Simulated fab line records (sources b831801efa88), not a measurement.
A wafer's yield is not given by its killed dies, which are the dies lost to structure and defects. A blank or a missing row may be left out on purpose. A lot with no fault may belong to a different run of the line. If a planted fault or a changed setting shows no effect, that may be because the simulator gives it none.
A struck lot beside a sound one || flow gf180mcu || 16 steps out of a route of 602
Sound: these wafers, L803.2, L803.4, L803.5. Struck: wafer L819.4. (L819.6 of the same lot was not struck and is left out.) The cause comes at the end.
For every step that has rows: the tool of each side, followed by ch and its chambers, followed by its first start. Under that, the readings that differ: sound wafers || struck wafers || difference of the means || sigmas: that difference in standard deviations of wafers without a fault.
alike: readings with means less than 2 such deviations apart, plus words and numbers identical on both sides. not compared: withheld readings, readings lacking a value on some wafer, bounds such as >300 that could conceal the same value, and numbers that have no deviation in the record and whose values overlap.
The two part at a step that has a row with sigmas, a row that says differs or no value, or rows on one side only. Non-overlapping numbers with no deviation appear without sigmas and do not part them. Lack of a reading on every wafer of one side parts them only where that side has two or more wafers.

GF_STI_THK_MEAS_02:
  sound on film metro-04 at day 2 02:31; struck on film metro-04 at day 5 10:32
  alike: STI_OXIDATION_THK
then, 1 step without rows for these wafers: GF_STI_CVD_03 (deposits Si3N4 from DCS/NH3, target thk 207.16 nm, time 3551 s).
GF_STI_THK_MEAS_04:
  sound on film metro-03 at day 2 04:34; struck on film metro-03 at day 5 13:35
{"reading": "STI_CVD_03_THK (nm)", "sound": "206.2 204.8 205.2", "struck": 209.8, "difference": "+4.4", "sigmas": "+2"}
then, 7 steps without rows for these wafers: GF_STI_DEHYDRATE_05 (time 60 s); GF_STI_HMDS_06 (prime time 60 s); GF_STI_COAT_07 (resist thk 700 nm); GF_STI_SOFTBAKE_08 (time 60 s); GF_STI_EXPOSE_09 (exposes mask COMP, target cd 220 nm); GF_STI_PEB_10 (peb time 90 s); GF_STI_DEVELOP_11 (develop time 60 s).
GF_STI_CD_MEAS_12: target cd 220 nm.
  sound on cd sem-02 at day 2 17:15; struck on cd sem-01 at day 6 03:23
  alike: cd nm
GF_STI_ETCH_13: etches the open film in CHF3/O2, stops on Si, target depth 282.31 nm, time 112.9 s.
  sound on rie diel-02 ch 0,2,3, day 2 17:21; struck on rie diel-01 ch 1, day 6 03:26
  alike: chamber pressure mTorr, drypump motor current A, oes product au, rf fwd power W, run length s, throttle valve pct
  not compared: rf hours counter h
GF_STI_ETCH_14: etches Si in HBr/Cl2/O2, target depth 360 nm, time 102.9 s.
  sound on rie si-01 ch 1,3, day 2 17:26; struck on rie si-02 ch 0, day 6 03:31
{"reading": "run length s (s)", "sound": "131.8 130.9 131.0", "struck": 90.4, "difference": -40.8, "sigmas": -95}
{"reading": "model.STI.feature depth nm (nm)", "sound": "362.8 366.7 369.5", "struck": 221.4, "difference": -144.9, "sigmas": ""}
{"reading": "model.etch.depth nm (nm)", "sound": "362.8 366.7 369.5", "struck": 221.4, "difference": -144.9, "sigmas": ""}
{"reading": "model.KrF_of_STI_COAT_07.thk nm (nm)", "sound": "322 320.2 315.4", "struck": 368.4, "difference": "+49.2", "sigmas": ""}
  alike: chamber pressure mTorr, drypump motor current A, oes product au, throttle valve pct
  not compared: rf fwd power W, rf hours counter h
GF_STI_STRIP_15: strips in O2/N2.
  sound on plasma asher-02 ch 0,1, day 2 17:30; struck on plasma asher-02 ch 1, day 6 03:38
{"reading": "chamber pressure mTorr (mTorr)", "sound": "1500.9 1497.3 1498.3", "struck": 1502.1, "difference": "+3.3", "sigmas": "+3"}
{"reading": "oes product au (a.u.)", "sound": "0.382 0.378 0.376", "struck": 0.412, "difference": "+0.033", "sigmas": "+7"}
{"reading": "strip time to endpoint s (s)", "sound": "3.75 3.74 3.68", "struck": 4.23, "difference": "+0.51", "sigmas": "+13"}
  alike: drypump motor current A, heater power w
  not compared: rf hours counter h
then, 1 step without rows for these wafers: GF_STI_CLEAN_16 (cleans in dHF, time 25 s).
-- the record jumps here: 28 days lie between the struck wafers' starts before and after (it left off in module STI and takes up again in module PASSIVATION, whose first step shown is number 602 of the route) --
GF_PASSIVATION_PROBE_99:
  sound on prober-01 at day 30 05:25; struck on prober-01 at day 34 08:12
{"reading": "model.etest.pwell in dnwell.line ohm um", "sound": "3765 3766 3854", "struck": 3026, "difference": -769, "sigmas": ""}
{"reading": "model.etest.ldpmos_10p0.r on ohm um", "sound": "1.111e+04 1.111e+04 1.127e+04", "struck": 1.025e+04, "difference": -9.133e+02, "sigmas": ""}
{"reading": "model.etest.pwell in dnwell.rs ohm sq", "sound": "2245 2268 2300", "struck": 1846, "difference": -425, "sigmas": ""}
{"reading": "model.etest.ldnmos_10p0.r on ohm um", "sound": "3720 3748 3760", "struck": 3167, "difference": -576, "sigmas": ""}
{"reading": "model.etest.p drift.rs ohm sq", "sound": "2475 2488 2549", "struck": 1863, "difference": -641, "sigmas": ""}
{"reading": "model.etest.n drift.rs ohm sq", "sound": "1133 1142 1164", "struck": 859.5, "difference": -286.8, "sigmas": ""}
{"reading": "model.etest.nwell.line ohm um", "sound": "1218 1219 1216", "struck": 934, "difference": -284, "sigmas": ""}
{"reading": "model.etest.nwell.rs ohm sq", "sound": "1036 1041 1053", "struck": 806.1, "difference": -237.2, "sigmas": ""}

## WHERE THEY PART
Earliest at GF_STI_THK_MEAS_04; latest, in this record, at GF_STI_STRIP_15.

WHY: the cause the simulator had injected
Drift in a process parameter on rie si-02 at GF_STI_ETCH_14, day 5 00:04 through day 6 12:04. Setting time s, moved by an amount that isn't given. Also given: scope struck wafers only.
